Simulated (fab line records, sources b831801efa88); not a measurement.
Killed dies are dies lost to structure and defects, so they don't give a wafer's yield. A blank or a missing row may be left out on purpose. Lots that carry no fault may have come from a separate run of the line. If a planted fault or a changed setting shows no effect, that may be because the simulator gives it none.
Check of tool commonality :: flow gf180mcu :: Sampled: 13 lots, 39 wafers

== WHY THIS WAS OPENED ==
Of 13 lots, 2 have the reading DNWELL_TW flagged at GF_DNWELL_TW_MEAS_09. Wafers without a fault read 1356, standard deviation 7.1.
Rule: flag the lot when none of its wafers has a number, or when each of its wafers that has one lies beyond 4 standard deviations from that mean. The rest of the lots are taken to be sound.

lot: L339
measured: day 2 19:01
on: film metro-02
DNWELL_TW, wafer by wafer: 1361 1369 1366
flag: 

lot: L341
measured: day 3 07:55
on: film metro-02
DNWELL_TW, wafer by wafer: 1347 1349 1350
flag: 

lot: L342
measured: day 3 10:32
on: film metro-02
DNWELL_TW, wafer by wafer: 1345 1350 1350
flag: 

lot: L343
measured: day 3 15:02
on: film metro-02
DNWELL_TW, wafer by wafer: 1353 1360 1367
flag: 

lot: L348
measured: day 5 05:38
on: film metro-04
DNWELL_TW, wafer by wafer: 1353 1358 1361
flag: 

lot: L349
measured: day 5 05:53
on: film metro-01
DNWELL_TW, wafer by wafer: 1513 1515 1507
flag: FLAGGED

lot: L351
measured: day 5 16:44
on: film metro-02
DNWELL_TW, wafer by wafer: 1527 1535 1527
flag: FLAGGED

lot: L353
measured: day 6 04:20
on: film metro-01
DNWELL_TW, wafer by wafer: 1352 1347 1354
flag: 

lot: L354
measured: day 6 13:43
on: film metro-01
DNWELL_TW, wafer by wafer: 1349 1348 1352
flag: 

lot: L357
measured: day 7 02:04
on: film metro-01
DNWELL_TW, wafer by wafer: 1349 1349 1353
flag: 

lot: L359
measured: day 7 09:38
on: film metro-01
DNWELL_TW, wafer by wafer: 1355 1355 1362
flag: 

lot: L361
measured: day 7 16:23
on: film metro-04
DNWELL_TW, wafer by wafer: 1368 1357 1366
flag: 

lot: L362
measured: day 8 04:16
on: film metro-02
DNWELL_TW, wafer by wafer: 1365 1356 1359
flag: 
On average the flagged lots' numbers are 1521, which is +165 against the usual, or +23 standard deviations.

== EACH LOT AND THE TOOL IT RAN ON ==
The record keeps 1 process step preceding the reading, out of 602 steps on the route. Every cell lists first the tool, next ch and the chambers used by the sampled wafers, and last the start.
lot: L339
flag: 
GF_DNWELL_IMPLANT_07: implanter-04 ch 0, day 2 18:46

lot: L341
flag: 
GF_DNWELL_IMPLANT_07: implanter-04 ch 0, day 3 07:40

lot: L342
flag: 
GF_DNWELL_IMPLANT_07: implanter-03 ch 0, day 3 10:17

lot: L343
flag: 
GF_DNWELL_IMPLANT_07: implanter-04 ch 0, day 3 14:49

lot: L348
flag: 
GF_DNWELL_IMPLANT_07: implanter-04 ch 0, day 5 05:23

lot: L349
flag: FLAGGED
GF_DNWELL_IMPLANT_07: implanter-03 ch 0, day 5 05:40

lot: L351
flag: FLAGGED
GF_DNWELL_IMPLANT_07: implanter-03 ch 0, day 5 16:29

lot: L353
flag: 
GF_DNWELL_IMPLANT_07: implanter-01 ch 0, day 6 04:05

lot: L354
flag: 
GF_DNWELL_IMPLANT_07: implanter-04 ch 0, day 6 13:29

lot: L357
flag: 
GF_DNWELL_IMPLANT_07: implanter-04 ch 0, day 7 01:50

lot: L359
flag: 
GF_DNWELL_IMPLANT_07: implanter-04 ch 0, day 7 09:23

lot: L361
flag: 
GF_DNWELL_IMPLANT_07: implanter-04 ch 0, day 7 16:08

lot: L362
flag: 
GF_DNWELL_IMPLANT_07: implanter-04 ch 0, day 8 04:01
What is done by these steps:
- GF_DNWELL_IMPLANT_07
- GF_DNWELL_TW_MEAS_09

== FLAGGED AGAINST TOTAL, ONE TOOL AT A TIME (gauges that did the reading follow at the end) ==
step: GF_DNWELL_IMPLANT_07
tool: implanter-01
lots run: 1
flagged: 0
share of the flagged lots: none
sound lots run after its first flagged lot: -

step: GF_DNWELL_IMPLANT_07
tool: implanter-03
lots run: 3
flagged: 2
share of the flagged lots: all
sound lots run after its first flagged lot: 0

step: GF_DNWELL_IMPLANT_07
tool: implanter-04
lots run: 9
flagged: 0
share of the flagged lots: none
sound lots run after its first flagged lot: -

step: GF_DNWELL_TW_MEAS_09
tool: film metro-01
lots run: 5
flagged: 1
share of the flagged lots: some
sound lots run after its first flagged lot: 4 (L353,L354,L357,L359)

step: GF_DNWELL_TW_MEAS_09
tool: film metro-02
lots run: 6
flagged: 1
share of the flagged lots: some
sound lots run after its first flagged lot: 1 (L362)

step: GF_DNWELL_TW_MEAS_09
tool: film metro-04
lots run: 2
flagged: 0
share of the flagged lots: none
sound lots run after its first flagged lot: -

== WHAT THE TABLE ALLOWS ==
1 row of the table ran every flagged lot: implanter-03 at GF_DNWELL_IMPLANT_07.
- implanter-03 at GF_DNWELL_IMPLANT_07 ran 3 lots, 2 of them flagged. A fault beginning between L342 (day 3 10:17), its last sound lot, and L349 (day 5 05:40), its first flagged one, fits the data. Its own readings lie more than 4 standard deviations out on every wafer of the flagged lots: beam on s, faraday current uA.
implanter-03 at GF_DNWELL_IMPLANT_07 is the single tool remaining.

== WHAT WAS PUT IN BY THE SIMULATOR ==
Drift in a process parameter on implanter-03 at GF_DNWELL_IMPLANT_07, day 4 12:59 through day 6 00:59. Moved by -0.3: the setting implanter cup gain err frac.
Lots struck among those shown: L349, L351. The rule above reached the same finding.
